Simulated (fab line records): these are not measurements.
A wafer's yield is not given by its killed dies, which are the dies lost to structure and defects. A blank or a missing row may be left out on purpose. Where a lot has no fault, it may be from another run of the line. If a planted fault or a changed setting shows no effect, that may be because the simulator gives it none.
Code-filled problem report in 8D (eight disciplines) form -- flow sfq-line -- the parts of the form that need people (team, actions taken, sign-off) are left out

== 1. THE PROBLEM ==
Mean of oes-product-au at SFQ_TRILAYER_M5_ETCH_METAL_ETCH_126: 0.690 a.u. across 2 wafers in 2 lots; on wafers with no fault it is 0.729 a.u. (standard deviation 0.0065). Measured from the usual mean, that is -6.0 standard deviations.
The step: etches Nb in Cl2/BCl3, stops on SiO2, time 203.2 s, target depth 265 nm.
Seen first at day 75 06:16 on rie-metal-02, wafer L706.6. At this step, 41 wafers from 14 lots have a number in the record. The rule behind "out" and "out of limits": a value lying over 4 standard deviations away from the usual mean. The rest of the wafers with a number are treated as sound.

== 2. WHAT IT IS, AND WHAT IT ISN'T ==
question,is,is not
which readings at this step,oes-product-au,"drypump-motor-current-A, he-backside-leak-sccm"
which lots,"L706, L710","L691, L692, L693, L694, L695, L697, L698, L700, L701, L703, L711, L713"
which wafers of those lots,"L706.6, L710.3","L706.1, L706.2, L710.5"
read on which tools,rie-metal-02,"rie-metal-01, rie-metal-04"
when,from day 75 06:16,"up to then (32 sound wafers); but 7 sound wafers of L710, L711, L713 came after"

== 3. SUSPECTS, AND WHAT RULES EACH OUT ==
Counting: any tool at a process step up to the reading remains a suspect provided it ran every lot that is out. Sound lots after the first of them don't rule it out here, since some wafers of a struck lot are sound.
- pvd-sputter-05 at SFQ_TRILAYER_JJ_TRILAYER_DEP_SPUTTER_109 (material Nb, target thk 150 nm, time 100 s): kept. Every lot that is out went through it, the first being L706 (day 66 06:07); the last sound lot it ran before that was L703 (day 65 05:52).
- rie-metal-02 at SFQ_TRILAYER_M5_ETCH_METAL_ETCH_126 (etches Nb in Cl2/BCl3, stops on SiO2, time 203.2 s, target depth 265 nm): kept. Every lot that is out went through it, the first being L706 (day 75 06:16); the last sound lot it ran before that was L698 (day 73 01:28). On those wafers its own readings are out: oes-product-au.
Remaining after the count are pvd-sputter-05 at SFQ_TRILAYER_JJ_TRILAYER_DEP_SPUTTER_109 and rie-metal-02 at SFQ_TRILAYER_M5_ETCH_METAL_ETCH_126.

== 4. THE CAUSE (what the simulator had put in) ==
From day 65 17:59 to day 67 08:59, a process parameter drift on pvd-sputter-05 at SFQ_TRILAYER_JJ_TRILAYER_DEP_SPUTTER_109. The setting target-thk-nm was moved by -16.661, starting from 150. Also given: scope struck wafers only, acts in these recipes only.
Of the 2 suspects that counting leaves, this tool is one.

== 5. THE CHAIN OF EFFECTS, in route order ==
Each row: a reading whose mean over the struck wafers that have a number lies more than 3 standard deviations from the usual. Readings are gone through only where the record gives a usual standard deviation; hours: the median, over the lots, of the time from a lot's start at the first step in this table giving one to that lot's start at this step; sigmas: the change measured in usual standard deviations.
hours,step,reading,usual,on struck wafers,change,sigmas
0,SFQ_TRILAYER_M5_ETCH_METAL_ETCH_126,oes-product-au,0.729 a.u.,0.690,-0.039,-6.0
The process steps in it:
- SFQ_TRILAYER_M5_ETCH_METAL_ETCH_126: etches Nb in Cl2/BCl3, stops on SiO2, time 203.2 s, target depth 265 nm.

== 6. WHAT WOULD HAVE CAUGHT IT SOONER ==
228 hours passed between the start of the fault at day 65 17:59 and the first reading out of limits in this record, taken at day 75 06:16.
Of the tool readings at SFQ_TRILAYER_JJ_TRILAYER_DEP_SPUTTER_109 for which the record gives a usual standard deviation, none was out on any struck wafer, so an alarm limit of 4 standard deviations on them would not have fired.
Each of the lots that are out, 2 in all, had begun SFQ_TRILAYER_JJ_TRILAYER_DEP_SPUTTER_109 on pvd-sputter-05 no later than day 75 06:16. Had the tool been put on hold then, not one of them would have been saved.
